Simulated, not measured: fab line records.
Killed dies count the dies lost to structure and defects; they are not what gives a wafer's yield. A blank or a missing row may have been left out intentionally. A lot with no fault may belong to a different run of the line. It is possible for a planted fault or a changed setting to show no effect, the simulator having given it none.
Which of the tools did it? -- flow gf180mcu -- Sampling: 14 lots, 42 wafers, 4 of 602 route steps

WHAT EACH GAUGE READ, for each wafer
No reading from a measuring or inspecting step in the record can be judged against a usual standard deviation.

TOOL THAT RAN EACH LOT (tool first, then ch and the chambers of the sampled wafers, then the start)
lot,GF_V2_SPUTTER_21,GF_V2_SPUTTER_22,GF_M3_SPUTTER_02,GF_M3_SPUTTER_03
L117,"pvd sputter-03, day 21 09:49","pvd sputter-03, day 21 09:53","pvd sputter-04, day 21 10:39","pvd sputter-04, day 21 10:41"
L118,"pvd sputter-04, day 21 18:56","pvd sputter-04, day 21 19:00","pvd sputter-01, day 21 19:47","pvd sputter-01, day 21 21:56"
L119,"pvd sputter-02, day 21 23:23","pvd sputter-02, day 21 23:27","pvd sputter-01, day 22 00:13","pvd sputter-01, day 22 00:14"
L120,"pvd sputter-03, day 22 14:26","pvd sputter-03, day 22 14:29","pvd sputter-01, day 22 15:16","pvd sputter-01, day 22 15:17"
L122,"pvd sputter-03, day 23 08:49","pvd sputter-03, day 23 08:53","pvd sputter-03, day 23 09:39","pvd sputter-03, day 23 09:41"
L123,"pvd sputter-03, day 23 10:02","pvd sputter-03, day 23 10:06","pvd sputter-03, day 23 10:52","pvd sputter-03, day 23 10:53"
L125,"pvd sputter-02, day 24 02:11","pvd sputter-02, day 24 02:14","pvd sputter-03, day 24 03:02","pvd sputter-03, day 24 03:04"
L132,"pvd sputter-02, day 26 06:39","pvd sputter-02, day 26 06:43",-,-
L133,"pvd sputter-03, day 26 12:32","pvd sputter-03, day 26 12:35",-,-
L134,"pvd sputter-03, day 26 20:59","pvd sputter-03, day 26 21:02","pvd sputter-03, day 26 21:48","pvd sputter-03, day 26 21:50"
L135,"pvd sputter-03, day 27 01:38","pvd sputter-03, day 27 01:42","pvd sputter-03, day 27 02:30","pvd sputter-03, day 27 02:32"
L137,"pvd sputter-02, day 27 14:04","pvd sputter-02, day 27 14:08","pvd sputter-01, day 27 14:53","pvd sputter-01, day 27 14:55"
L139,"pvd sputter-03, day 28 03:31","pvd sputter-03, day 28 03:35","pvd sputter-04, day 28 04:20","pvd sputter-04, day 28 04:22"
L140,"pvd sputter-04, day 28 13:46","pvd sputter-04, day 28 13:50","pvd sputter-03, day 28 14:36","pvd sputter-03, day 28 14:38"
- GF_V2_SPUTTER_21: material Ti, target thk 15 nm, time 80.02 s.
- GF_V2_SPUTTER_22: material TiN, target thk 10 nm, time 40 s.
- GF_M3_SPUTTER_02: material AlCu, target thk 450 nm, time 23.9 s.
- GF_M3_SPUTTER_03: material Ti, target thk 10 nm, time 6.7 s.

AS READ BY THE TOOLS THEMSELVES (means over the sampled wafers that have a number; for cases with no such wafer, the mark the record gives instead)
GF_V2_SPUTTER_21. Usual: cathode dc power W 2500.0 W, standard deviation 0.49; chamber pressure pa 5.000 Pa, standard deviation 0.0096; throttle valve pct 29.5 %, standard deviation 1.1.
lot,tool,cathode dc power W (W),chamber pressure pa (Pa),throttle valve pct (%),flag
L117,pvd sputter-03,2499.6,5.003,29.3,
L118,pvd sputter-04,2499.9,5.001,29.3,
L119,pvd sputter-02,2499.7,4.998,29.8,
L120,pvd sputter-03,2500.0,5.006,29.3,
L122,pvd sputter-03,2499.7,5.016,28.8,
L123,pvd sputter-03,2499.8,4.989,28.4,
L125,pvd sputter-02,2500.2,4.994,30.3,
L132,pvd sputter-02,-,-,-,OFF
L133,pvd sputter-03,-,-,-,OFF
L134,pvd sputter-03,2500.1,5.001,28.6,
L135,pvd sputter-03,2499.8,4.992,28.8,
L137,pvd sputter-02,2499.8,4.995,29.8,
L139,pvd sputter-03,2500.0,5.001,30.0,
L140,pvd sputter-04,2499.4,4.998,29.9,

GF_V2_SPUTTER_22. Usual: cathode dc power W 3999.9 W, standard deviation 0.73; chamber pressure pa 5.000 Pa, standard deviation 0.011; throttle valve pct 29.5 %, standard deviation 1.1.
lot,tool,cathode dc power W (W),chamber pressure pa (Pa),throttle valve pct (%),flag
L117,pvd sputter-03,4000.2,5.001,29.3,
L118,pvd sputter-04,3999.4,4.990,29.2,
L119,pvd sputter-02,3999.5,5.001,30.1,
L120,pvd sputter-03,3999.5,5.009,29.4,
L122,pvd sputter-03,4000.5,5.005,28.9,
L123,pvd sputter-03,4000.7,4.999,28.5,
L125,pvd sputter-02,3999.9,5.003,30.1,
L132,pvd sputter-02,4000.0,4.999,29.9,
L133,pvd sputter-03,4000.2,5.004,30.0,
L134,pvd sputter-03,4000.4,4.999,28.7,
L135,pvd sputter-03,4000.3,5.004,28.7,
L137,pvd sputter-02,4000.1,4.996,29.7,
L139,pvd sputter-03,3999.5,4.997,30.1,
L140,pvd sputter-04,4000.4,4.993,29.8,

GF_M3_SPUTTER_02. Usual: cathode dc power W 10600 W, standard deviation 2; chamber pressure pa 0.3999 Pa, standard deviation 0.00072; throttle valve pct 29.7 %, standard deviation 1.1.
lot,tool,cathode dc power W (W),chamber pressure pa (Pa),throttle valve pct (%),flag
L117,pvd sputter-04,10600,0.4005,29.3,
L118,pvd sputter-01,10600,0.3998,30.0,
L119,pvd sputter-01,10599,0.4000,30.5,
L120,pvd sputter-01,10599,0.3997,29.9,
L122,pvd sputter-03,10599,0.3995,28.6,
L123,pvd sputter-03,10601,0.3997,28.8,
L125,pvd sputter-03,10599,0.3994,28.5,
L134,pvd sputter-03,10598,0.3998,29.2,
L135,pvd sputter-03,10600,0.3987,30.2,
L137,pvd sputter-01,10599,0.4003,30.1,
L139,pvd sputter-04,10600,0.4006,29.3,
L140,pvd sputter-03,10600,0.3995,28.3,

GF_M3_SPUTTER_03. Usual: cathode dc power W 3000.0 W, standard deviation 0.56; chamber pressure pa 0.3000 Pa, standard deviation 0.00059; throttle valve pct 29.7 %, standard deviation 1.2.
lot,tool,cathode dc power W (W),chamber pressure pa (Pa),throttle valve pct (%),flag
L117,pvd sputter-04,3000.5,0.3009,29.4,
L118,pvd sputter-01,3000.3,0.2998,29.8,
L119,pvd sputter-01,3000.2,0.3004,30.6,
L120,pvd sputter-01,3000.1,0.2999,30.0,
L122,pvd sputter-03,3000.4,0.2998,28.5,
L123,pvd sputter-03,3000.0,0.3000,28.9,
L125,pvd sputter-03,2999.9,0.2996,28.7,
L134,pvd sputter-03,3000.4,0.3003,29.4,
L135,pvd sputter-03,3000.1,0.2997,30.0,
L137,pvd sputter-01,3000.2,0.3002,30.1,
L139,pvd sputter-04,2999.7,0.2994,29.1,
L140,pvd sputter-03,3000.3,0.3004,28.5,

THE ANSWER, worked out from the rows above alone
Rule: a lot counts as off when the mean over its wafers that have a number is more than 3 standard deviations away from the usual mean. Also off: a lot with no number at a reading for which 4 or more lots have one. Any other lot the step has rows for is counted as sound. Order of review: gauges by route order, followed by the tools' own readings, for which a lot's mean as printed above is used. At the first step where some lot is off, the reading lying furthest off is the one used; lots without a number count as furthest.
Off, at GF_V2_SPUTTER_21 on cathode dc power W: L132, L133. Without a number there: L132, L133.
A tool fits if, at that step or a process step before it, it ran every lot that is off, and no sound lot after the first of them. Not one of the candidates tried fits.

WHAT THE SIMULATOR HAD PUT IN
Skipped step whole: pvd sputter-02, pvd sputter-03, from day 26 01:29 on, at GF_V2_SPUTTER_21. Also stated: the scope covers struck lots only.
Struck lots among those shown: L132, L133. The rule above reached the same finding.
